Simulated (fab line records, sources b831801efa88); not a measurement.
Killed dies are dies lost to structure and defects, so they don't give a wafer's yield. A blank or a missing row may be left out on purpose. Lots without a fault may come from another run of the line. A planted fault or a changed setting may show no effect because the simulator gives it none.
A struck lot beside a sound one | flow sky130 | 43 steps out of a route of 708
Sound: wafers L713.1, L713.3, L713.5. Struck: wafer L719.3. (L719.1, L719.4 of the same lot were not struck and are left out.) The cause comes at the end.
At each step with rows: each side's tool, then ch and its chambers, then its first start. Under that, the readings that differ: sound wafers | struck wafers | difference of the means | sigmas: that difference in standard deviations of wafers without a fault.
alike: readings whose means differ by less than 2 such deviations, and words and numbers that are the same on both sides. not compared: withheld readings, readings that some wafer has no value for, bounds like >300 that may hide the same value, and numbers for which the record gives no deviation and whose values overlap.
The two part at a step that has a row with sigmas, a row that says differs or no value, or rows on one side only. Numbers that don't overlap but have no deviation are shown without sigmas and don't part them. A reading that every wafer of one side lacks parts them only if that side has two wafers or more.

first, 2 steps without rows for these wafers: SKY_LOCAL_INTERCONNECT_PEB_09; SKY_LOCAL_INTERCONNECT_DEVELOP_10 (develop time 60 s).
SKY_LOCAL_INTERCONNECT_CD_MEAS_11: target cd 170 nm.
  sound on cd_sem-01, day 31 20:44; struck on cd_sem-02, day 34 11:56
  alike: cd_nm
SKY_LOCAL_INTERCONNECT_OVL_MEAS_12:
  sound on overlay-01, day 31 20:52; struck on overlay-02, day 34 12:03
  alike: LOCAL_INTERCONNECT_OVL
then, 7 steps without rows for these wafers: SKY_LOCAL_INTERCONNECT_ETCH_13 (etches BARC in N2/H2, stops on SiO2, time 45.9 s, target depth 60 nm); SKY_LOCAL_INTERCONNECT_METAL_ETCH_14 (etches TiN in Cl2/BCl3, stops on PSG, target depth 110 nm, time 31.4 s); SKY_LOCAL_INTERCONNECT_STRIP_15 (strips in O2/N2); SKY_LOCAL_INTERCONNECT_STRIP_16 (strips in post etch residue remover, time 1200 s); SKY_LOCAL_INTERCONNECT_CLEAN_17 (cleans in IPA, time 180 s); SKY_LOCAL_INTERCONNECT_CLEAN_18 (cleans in O3/DIW); SKY_CONTACT_CVD_00 (deposits Si3N4, target thk 75 nm).
SKY_CONTACT_THK_MEAS_01:
  sound on film_metro-01, day 31 21:41; struck on film_metro-01, day 34 12:50
  alike: CONTACT_CVD_00_THK
SKY_CONTACT_HDPCVD_02: deposits SiO2, target thk 565 nm, time 94.2 s.
  sound on hdpcvd-01 ch 0,2, day 31 21:44; struck on hdpcvd-02 ch 0,1, day 34 12:54
SKY_CONTACT_THK_MEAS_03:
  sound on film_metro-03, day 31 21:49; struck on film_metro-04, day 34 12:58
  alike: CONTACT_HDPCVD_THK
then, 1 step without rows for these wafers: SKY_CONTACT_CMP_04 (polishes SiO2).
SKY_CONTACT_BOW_MEAS_05:
  sound on film_metro-04, day 31 22:10; struck on film_metro-01, day 34 13:26
  alike: CONTACT_BOW
then, 8 steps without rows for these wafers: SKY_CONTACT_DEHYDRATE_06 (time 60 s); SKY_CONTACT_HMDS_07 (prime time 60 s); SKY_CONTACT_COAT_08 (resist thk 60 nm); SKY_CONTACT_COAT_09 (resist thk 450 nm); SKY_CONTACT_SOFTBAKE_10 (time 90 s); SKY_CONTACT_EXPOSE_11 (exposes mask CTM1, target cd 170 nm); SKY_CONTACT_PEB_12; SKY_CONTACT_DEVELOP_13 (develop time 60 s).
SKY_CONTACT_CD_MEAS_14: target cd 170 nm.
  sound on cd_sem-02, day 33 01:11; struck on cd_sem-01, day 35 15:32
  reading    | sound             | struck | difference | sigmas
  cd_nm (nm) | 169.0 168.8 169.7 | 173.0  | +3.8       | +2
SKY_CONTACT_OVL_MEAS_15:
  sound on overlay-01, day 33 01:18; struck on overlay-01, day 35 15:40
  alike: CONTACT_OVL
SKY_CONTACT_ETCH_16: etches BARC in N2/H2, stops on SiO2, time 45.9 s, target depth 60 nm.
  sound on rie_diel-01 ch 2,3, day 33 01:20; struck on rie_diel-04 ch 2, day 35 15:42
  alike: drypump_motor_current_A, oes_product_au, throttle_valve_pct
  not compared: rf_hours_counter_h
then, 2 steps without rows for these wafers: SKY_CONTACT_ETCH_17 (etches SiO2 in C4F8/O2/Ar, stops on Si3N4, target depth 340 nm); SKY_CONTACT_ETCH_18 (etches Si3N4 in CHF3/O2, stops on TiN, time 39 s, target depth 75 nm).
SKY_CONTACT_STRIP_19: strips in O2/N2.
  sound on plasma_asher-02 ch 0,1, day 33 01:28; struck on plasma_asher-01 ch 1, day 35 15:50
  reading               | sound             | struck | difference | sigmas
  oes_product_au (a.u.) | 0.373 0.381 0.375 | 0.387  | +0.011     | +2
  alike: drypump_motor_current_A, strip_time_to_endpoint_s
  not compared: rf_hours_counter_h
then, 5 steps without rows for these wafers: SKY_CONTACT_STRIP_20 (strips in post etch residue remover, time 1200 s); SKY_CONTACT_CLEAN_21 (cleans in IPA, time 180 s); SKY_CONTACT_CLEAN_22 (cleans in O3/DIW); SKY_CONTACT_SPUTTER_23 (material TiN, target thk 20 nm, time 80 s); SKY_CONTACT_CVD_24 (deposits W, target thk 340 nm, time 102.12 s).
SKY_CONTACT_RS_MEAS_25: measures by four-point-probe.
  sound on film_metro-03, day 33 02:14; struck on film_metro-03, day 35 16:56
  alike: CONTACT_W_RS
SKY_CONTACT_THK_MEAS_26: measures by xrf.
  sound on film_metro-03, day 33 02:21; struck on film_metro-03, day 35 17:04
  alike: CONTACT_W_THK
SKY_CONTACT_CMP_27: polishes, stops on SiO2, t overpolish 15 s, target thk 0 nm.
  sound on cmp-02 ch 0,1,3, day 33 02:31; struck on cmp-02 ch 2, day 35 17:07
  reading             | sound          | struck | difference | sigmas
  motor_current_A (A) | 11.5 10.9 10.3 | 12.7   | +1.8       | +2
  alike: head_pressure_psi, overpolish_run_s, time_to_endpoint_s
SKY_METAL1_SPUTTER_00: material Ti, target thk 15 nm, time 10 s.
  sound on pvd_sputter-02, day 33 02:43; struck on pvd_sputter-04, day 35 17:25
  alike: throttle_valve_pct
then, 1 step without rows for these wafers: SKY_METAL1_SPUTTER_01 (material TiN, target thk 20 nm, time 16.7 s).
SKY_METAL1_SPUTTER_02: material AlCu, target thk 250 nm, time 13.3 s.
  sound on pvd_sputter-02, day 33 02:46; struck on pvd_sputter-04, day 35 17:28
  alike: throttle_valve_pct
then, 1 step without rows for these wafers: SKY_METAL1_SPUTTER_03 (material Ti, target thk 5 nm, time 3.3 s).
-- the record jumps here: 13 days lie between the struck wafers' starts before and after (it left off in module METAL1 and takes up again in module PAD_OPEN, whose first step shown is number 708 of the route) --
SKY_PAD_OPEN_PROBE_99:
  sound on prober-01, day 46 21:26; struck on prober-02, day 48 18:55
  reading             | sound     | struck | difference | sigmas
  killed_at_contacts  | 22 26 28  | 71     | +46        | +10
  killed_at_front_end | 14 33 11  | 9      | -10        | -2
  killed_dies         | 91 105 87 | 122    | +28        | +3
  killed_short        | 44 45 40  | 26     | -17        | -3
  alike: killed_at_M0_to_M3, killed_at_M4_up, killed_at_other, killed_open

WHERE THEY PART
First at SKY_CONTACT_CD_MEAS_14; last, within this record, at SKY_PAD_OPEN_PROBE_99.

WHY: what the simulator had put in
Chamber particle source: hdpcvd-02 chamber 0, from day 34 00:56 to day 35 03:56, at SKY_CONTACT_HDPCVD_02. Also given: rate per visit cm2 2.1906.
